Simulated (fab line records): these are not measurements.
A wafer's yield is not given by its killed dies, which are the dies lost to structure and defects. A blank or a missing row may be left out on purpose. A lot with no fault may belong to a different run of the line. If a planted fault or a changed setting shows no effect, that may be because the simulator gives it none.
A struck lot beside a sound one :: flow sky130 :: 17 out of 708 route steps
Sound: wafers L568.2, L568.3, L568.6. Struck: wafer L581.6 (L581.3, L581.4, from the same lot, were not struck and are left out); the cause is given at the end.
At each step with rows: each side's tool, then ch and its chambers, then its first start. Under that, the readings that differ: sound wafers :: struck wafers :: difference of the means :: sigmas: that difference in standard deviations of wafers without a fault.
alike: same words and numbers on both sides, and readings whose means sit less than 2 such deviations apart. not compared: any withheld reading, any reading some wafer has no value for, any bound like >300 that may hide the same value, and any number with overlapping values for which the record gives no deviation.
A row with sigmas, a row that says differs or no value, or rows on one side alone: a step with any of these is where the two part. Non-overlapping numbers with no deviation appear without sigmas and do not part them. Lack of a reading on every wafer of one side parts them only where that side has two or more wafers.

first, 5 steps without rows for these wafers: SKY_VIA4_COAT_06 (resist thk 1140 nm); SKY_VIA4_SOFTBAKE_07 (time 60 s); SKY_VIA4_EXPOSE_08 (exposes mask VIM4, target cd 800 nm); SKY_VIA4_PEB_09; SKY_VIA4_DEVELOP_10 (develop time 60 s).
SKY_VIA4_OVL_MEAS_11:
  sound: overlay-02 at day 43 16:57; struck: overlay-02 at day 47 00:58
  alike: VIA4_OVL
SKY_VIA4_ETCH_12: etches SiO2 in C4F8/O2/Ar, stops on TiN, target depth 580 nm.
  sound on rie-diel-01 ch 1,2, day 43 16:59; struck on rie-diel-03 ch 2, day 47 00:59
  alike: oes-product-au
SKY_VIA4_STRIP_13: strips in O2/N2.
  sound on plasma-asher-01 ch 0,1, day 43 17:04; struck on plasma-asher-04 ch 0, day 47 01:05
reading: drypump-motor-current-A (A)
sound: 5.4 6.0 6.0
struck: 4.8
difference: -1.0
sigmas: -2
  alike: oes-product-au, strip-time-to-endpoint-s
  not compared: rf-hours-counter-h
then, 3 steps without rows for these wafers: SKY_VIA4_STRIP_14 (strips in post etch residue remover, time 1200 s); SKY_VIA4_CLEAN_15 (cleans in IPA, time 180 s); SKY_VIA4_CLEAN_16 (cleans in O3/DIW).
SKY_VIA4_SPUTTER_17: material TiN, target thk 20 nm, time 80 s.
  sound: pvd-sputter-02 at day 43 17:41; struck: pvd-sputter-01 at day 47 01:44
  alike: throttle-valve-pct
SKY_VIA4_CVD_18: deposits W, target thk 505 nm, time 152.14 s.
  sound on cvd-w-02 ch 0,1, day 43 17:44; struck on cvd-w-02 ch 0, day 47 01:50
reading: model.W_of_VIA4_CVD_18.thk-nm (nm)
sound: 521.8 504.8 518
struck: 862.6
difference: +347.7
sigmas: 
  alike: heater-power-outer-w, heater-power-w
SKY_VIA4_RS_MEAS_19: a four-point-probe measurement.
  sound: film-metro-03 at day 43 17:55; struck: film-metro-04 at day 47 01:59
reading: VIA4_W_RS (ohm/sq)
sound: 0.219 0.226 0.220
struck: 0.132
difference: -0.090
sigmas: -19
SKY_VIA4_THK_MEAS_20: measures by xrf.
  sound: film-metro-03 at day 43 18:02; struck: film-metro-04 at day 47 02:05
reading: VIA4_W_THK (nm)
sound: 530 513 529
struck: 885
difference: +361
sigmas: +33
SKY_VIA4_CMP_21: polishes, stops on SiO2, t overpolish 25 s, target thk 0 nm.
  sound on cmp-01 ch 0,3, day 43 18:05; struck on cmp-01 ch 3, day 47 02:07
reading: time-to-endpoint-s (s)
sound: 125 115 125
struck: 200
difference: +78
sigmas: +13
  alike: motor-current-A
SKY_METAL5_SPUTTER_00: material Ti, target thk 15 nm, time 10 s.
  sound: pvd-sputter-03 at day 43 18:23; struck: pvd-sputter-01 at day 47 02:25
  alike: throttle-valve-pct

== WHERE THEY PART ==
Earliest at SKY_VIA4_STRIP_13; latest, in this record, at SKY_VIA4_CMP_21. Later steps at which nothing parts them and some readings are alike: SKY_METAL5_SPUTTER_00.

WHY: what had been put in by the simulator
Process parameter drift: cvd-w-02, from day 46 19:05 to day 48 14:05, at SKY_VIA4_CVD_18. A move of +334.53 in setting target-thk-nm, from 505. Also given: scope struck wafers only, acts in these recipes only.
